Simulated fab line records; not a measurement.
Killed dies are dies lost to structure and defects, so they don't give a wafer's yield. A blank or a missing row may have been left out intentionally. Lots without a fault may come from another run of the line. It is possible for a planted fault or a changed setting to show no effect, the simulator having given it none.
Which tool did it? -- flow sky130 -- 6 lots with 17 wafers sampled at 3 steps, on a route of 708 steps

## WHAT EACH GAUGE READ, for each wafer
SKY_VIA1_THK_MEAS_01.
lot,measured,on,VIA1_HDPCVD_THK (nm)
L386,day 34 03:56,film_metro-02,1026 1045 1022
L391,day 35 14:19,film_metro-03,1033 1032 1038
L393,day 35 19:46,film_metro-01,1036 1047 1067
L396,day 37 04:23,film_metro-03,1022 1018 1024
L398,day 37 13:49,film_metro-01,1175 1026
L406,day 39 12:01,film_metro-03,1038 1032 1029

## WHAT TOOL EACH LOT RAN ON (gives the tool, then ch and the chambers of the sampled wafers, and finally the start)
lot,SKY_VT_ADJUST_LVTN_STRIP_20,SKY_VIA1_HDPCVD_00
L386,"plasma_asher-01 ch 0,1, day 8 15:57","hdpcvd-02 ch 0,1,2, day 34 03:49"
L391,"plasma_asher-01 ch 0,1, day 9 18:10","hdpcvd-01 ch 0,2, day 35 14:11"
L393,"plasma_asher-03 ch 0,1, day 10 07:07","hdpcvd-01 ch 0,1,2, day 35 19:41"
L396,"plasma_asher-02 ch 0,1, day 11 07:37","hdpcvd-02 ch 1,2, day 37 04:16"
L398,"plasma_asher-03 ch 0,1, day 11 20:09","hdpcvd-02 ch 0,1, day 37 13:41"
L406,"plasma_asher-01 ch 0,1, day 13 20:08","hdpcvd-01 ch 0,1, day 39 11:54"
- SKY_VT_ADJUST_LVTN_STRIP_20: strips in O2/N2.
- SKY_VIA1_HDPCVD_00: deposits SiO2, target thk 1030 nm, time 171.7 s.

## THE ANSWER, worked out from the rows above alone
Rule: usual is defined by the lots themselves. Put in order of their means at a reading, lots are off if they are a third of the lots or fewer, leave a main group of 4 or more, and stand apart from it by a gap of 3 or more times the standard deviation of the main group's means; of several such gaps the widest counts. If all means in a main group match to the digits the tables above print for the reading, that group is not used. Also off: a lot with no number at a reading for which 4 or more lots have one. Where the step has rows for the other lots, those lots are counted as sound.
Off: L398, at SKY_VIA1_THK_MEAS_01 (VIA1_HDPCVD_THK). The main group has a mean of 1034 nm with a standard deviation of 9.2.
If a tool, at a process step before that reading, ran all the lots that are off and no sound lot after the first of them, it fits. Gauges at SKY_VIA1_THK_MEAS_01: tried the same way as those tools. Can't be told from this: 3 tools fit, plasma_asher-03 at SKY_VT_ADJUST_LVTN_STRIP_20, hdpcvd-02 at SKY_VIA1_HDPCVD_00, film_metro-01 at SKY_VIA1_THK_MEAS_01.

## WHAT THE SIMULATOR PUT IN
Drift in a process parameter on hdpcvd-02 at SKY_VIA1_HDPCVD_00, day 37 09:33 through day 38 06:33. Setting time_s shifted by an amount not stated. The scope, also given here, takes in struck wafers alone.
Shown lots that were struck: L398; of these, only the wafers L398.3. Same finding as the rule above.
